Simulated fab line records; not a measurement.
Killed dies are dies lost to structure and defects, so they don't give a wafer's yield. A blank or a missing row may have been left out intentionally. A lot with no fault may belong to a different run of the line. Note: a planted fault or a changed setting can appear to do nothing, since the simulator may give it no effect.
Shared-tool check -- flow sky130 -- 13 lots, 39 wafers sampled

## REASON IT WAS OPENED
Of 13 lots, 1 have the reading SD_N_TW flagged at SKY_SD_N_TW_MEAS_12. Wafers without a fault read 3934, standard deviation 39.
Rule: a lot is flagged in two cases, either no wafer of it has a number, or all its wafers with numbers fall more than 4 standard deviations from that mean. The rest of the lots are taken to be sound.

lot,measured,on,"SD_N_TW, wafer by wafer",flag
L739,day 28 12:26,film-metro-03,3930 3935 3925,
L740,day 28 18:08,film-metro-01,3880 3883 3897,
L741,day 28 23:46,film-metro-02,3974 3986 3982,
L742,day 29 13:46,film-metro-02,3986 4011 3997,
L743,day 29 19:08,film-metro-01,3939 3920 3926,
L744,day 30 00:54,film-metro-02,3994 3983 3982,
L745,day 30 10:11,film-metro-03,3925 3908 3923,
L746,day 30 14:56,film-metro-02,3987 3994 4004,
L747,day 31 02:59,film-metro-03,3925 3926 3934,
L750,day 32 03:28,film-metro-03,3892 3910 3921,
L755,day 33 18:02,film-metro-01,29 29 30,FLAGGED
L756,day 34 01:18,film-metro-03,3961 3942 3937,
L761,day 35 06:08,film-metro-02,3985 3988 4000,
The numbers of the flagged lots are 29 on average: -3905 against the usual, or -99 or more standard deviations.

## WHICH TOOL EACH LOT WENT THROUGH
4 process steps preceding the reading are held in the record, out of 708 steps in the route. Each cell gives the tool, then ch followed by the chambers the sampled wafers passed through, then the start.
lot,flag,SKY_SPACER_ETCHBACK_02,SKY_POLY_CUT_ETCH_10,SKY_RES_XHIGH_STRIP_08,SKY_SD_N_STRIP_11
L739,,"rie-diel-04 ch 2,3, day 23 15:16","rie-diel-02 ch 1,2,3, day 24 21:26","plasma-asher-03 ch 0,1, day 27 08:00","plasma-asher-01 ch 0,1, day 28 12:21"
L740,,"rie-diel-04 ch 0,1,2, day 23 20:18","rie-diel-03 ch 0,1,2, day 25 02:31","plasma-asher-01 ch 0,1, day 27 13:45","plasma-asher-01 ch 0,1, day 28 18:02"
L741,,"rie-diel-01 ch 0,2, day 24 02:41","rie-diel-03 ch 2,3, day 25 08:14","plasma-asher-01 ch 0,1, day 27 19:07","plasma-asher-02 ch 0,1, day 28 23:40"
L742,,"rie-diel-01 ch 0,1,3, day 24 16:37","rie-diel-03 ch 0,1,2, day 25 22:26","plasma-asher-01 ch 0,1, day 28 08:45","plasma-asher-01 ch 0,1, day 29 13:40"
L743,,"rie-diel-04 ch 1,2,3, day 24 23:34","rie-diel-04 ch 0,1,3, day 26 04:37","plasma-asher-01 ch 0,1, day 28 14:09","plasma-asher-01 ch 0,1, day 29 19:02"
L744,,"rie-diel-04 ch 1,2, day 25 04:04","rie-diel-04 ch 2,3, day 26 10:26","plasma-asher-03 ch 0,1, day 28 20:18","plasma-asher-01 ch 0,1, day 30 00:48"
L745,,"rie-diel-03 ch 0,3, day 25 14:28","rie-diel-04 ch 1,3, day 26 19:44","plasma-asher-04 ch 0,1, day 29 05:54","plasma-asher-01 ch 0,1, day 30 10:04"
L746,,"rie-diel-01 ch 0,2,3, day 25 18:49","rie-diel-02 ch 0,1,2, day 27 00:35","plasma-asher-04 ch 0,1, day 29 10:16","plasma-asher-02 ch 0,1, day 30 14:50"
L747,,"rie-diel-04 ch 0,1,2, day 26 09:01","rie-diel-04 ch 0,1,3, day 27 14:37","plasma-asher-03 ch 0,1, day 29 22:25","plasma-asher-01 ch 0,1, day 31 02:53"
L750,,"rie-diel-01 ch 0,2,3, day 27 10:16","rie-diel-02 ch 0,1,2, day 28 14:28","plasma-asher-04 ch 0, day 30 22:39","plasma-asher-01 ch 0,1, day 32 03:22"
L755,FLAGGED,"rie-diel-01 ch 1,3, day 29 02:33","rie-diel-04 ch 2,3, day 30 06:50","plasma-asher-01 ch 0, day 32 14:22","plasma-asher-02 ch 0,1, day 33 17:56"
L756,,"rie-diel-04 ch 0,3, day 29 09:46","rie-diel-02 ch 0,1,2, day 30 13:55","plasma-asher-03 ch 0, day 32 21:52","plasma-asher-04 ch 0,1, day 34 01:12"
L761,,"rie-diel-03 ch 0,1,2, day 30 16:41","rie-diel-03 ch 0,2,3, day 31 20:49","plasma-asher-04 ch 0,1, day 34 02:48","plasma-asher-04 ch 0,1, day 35 06:01"
These steps, and what they do:
- SKY_SPACER_ETCHBACK_02: etches Si3N4 in CH3F/O2, stops on SiO2, time 46.7 s, target depth 45 nm.
- SKY_POLY_CUT_ETCH_10: etches BARC in N2/H2, stops on SiO2, time 45.9 s, target depth 60 nm.
- SKY_RES_XHIGH_STRIP_08: strips in O2/N2.
- SKY_SD_N_STRIP_11: strips in O2/N2.
- SKY_SD_N_TW_MEAS_12

## FLAGGED AGAINST TOTAL, ONE TOOL AT A TIME (gauges that did the reading follow at the end)
step,tool,lots run,flagged,share of the flagged lots,sound lots run after its first flagged lot
SKY_SPACER_ETCHBACK_02,rie-diel-01,5,1,all,0
SKY_SPACER_ETCHBACK_02,rie-diel-03,2,0,none,-
SKY_SPACER_ETCHBACK_02,rie-diel-04,6,0,none,-
SKY_POLY_CUT_ETCH_10,rie-diel-02,4,0,none,-
SKY_POLY_CUT_ETCH_10,rie-diel-03,4,0,none,-
SKY_POLY_CUT_ETCH_10,rie-diel-04,5,1,all,0
SKY_RES_XHIGH_STRIP_08,plasma-asher-01,5,1,all,0
SKY_RES_XHIGH_STRIP_08,plasma-asher-03,4,0,none,-
SKY_RES_XHIGH_STRIP_08,plasma-asher-04,4,0,none,-
SKY_SD_N_STRIP_11,plasma-asher-01,8,0,none,-
SKY_SD_N_STRIP_11,plasma-asher-02,3,1,all,0
SKY_SD_N_STRIP_11,plasma-asher-04,2,0,none,-
SKY_SD_N_TW_MEAS_12,film-metro-01,3,1,all,0
SKY_SD_N_TW_MEAS_12,film-metro-02,5,0,none,-
SKY_SD_N_TW_MEAS_12,film-metro-03,5,0,none,-

## THE TABLE: WHAT IT ALLOWS
5 rows of the table ran every flagged lot: rie-diel-01 at SKY_SPACER_ETCHBACK_02, rie-diel-04 at SKY_POLY_CUT_ETCH_10, plasma-asher-01 at SKY_RES_XHIGH_STRIP_08, plasma-asher-02 at SKY_SD_N_STRIP_11, film-metro-01 at SKY_SD_N_TW_MEAS_12.
- rie-diel-01 at SKY_SPACER_ETCHBACK_02: 1 of its 5 lots flagged. A fault beginning between L750 (day 27 10:16), its last sound lot, and L755 (day 29 02:33), its first flagged one, fits the data.
- rie-diel-04 at SKY_POLY_CUT_ETCH_10: 1 of its 5 lots flagged. A fault beginning between L747 (day 27 14:37), its last sound lot, and L755 (day 30 06:50), its first flagged one, fits the data.
- plasma-asher-01 at SKY_RES_XHIGH_STRIP_08: 1 of its 5 lots flagged. A fault beginning between L743 (day 28 14:09), its last sound lot, and L755 (day 32 14:22), its first flagged one, fits the data. Its own readings (oes-product-au) fall more than 4 standard deviations out on all wafers of the flagged lots.
- plasma-asher-02 at SKY_SD_N_STRIP_11: 1 of its 3 lots flagged. A fault beginning between L746 (day 30 14:50), its last sound lot, and L755 (day 33 17:56), its first flagged one, fits the data. Its own readings (oes-product-au, strip-time-to-endpoint-s) fall more than 4 standard deviations out on all wafers of the flagged lots.
- film-metro-01 at SKY_SD_N_TW_MEAS_12: 1 of its 3 lots flagged. A fault beginning between L743 (day 29 19:08), its last sound lot, and L755 (day 33 18:02), its first flagged one, fits the data.
Counting lots can't tell these 5 tools apart, because each fits a fault that began at some hour. More lots, or a look at what each step does to the wafer, might.

## WHAT THE SIMULATOR PUT IN
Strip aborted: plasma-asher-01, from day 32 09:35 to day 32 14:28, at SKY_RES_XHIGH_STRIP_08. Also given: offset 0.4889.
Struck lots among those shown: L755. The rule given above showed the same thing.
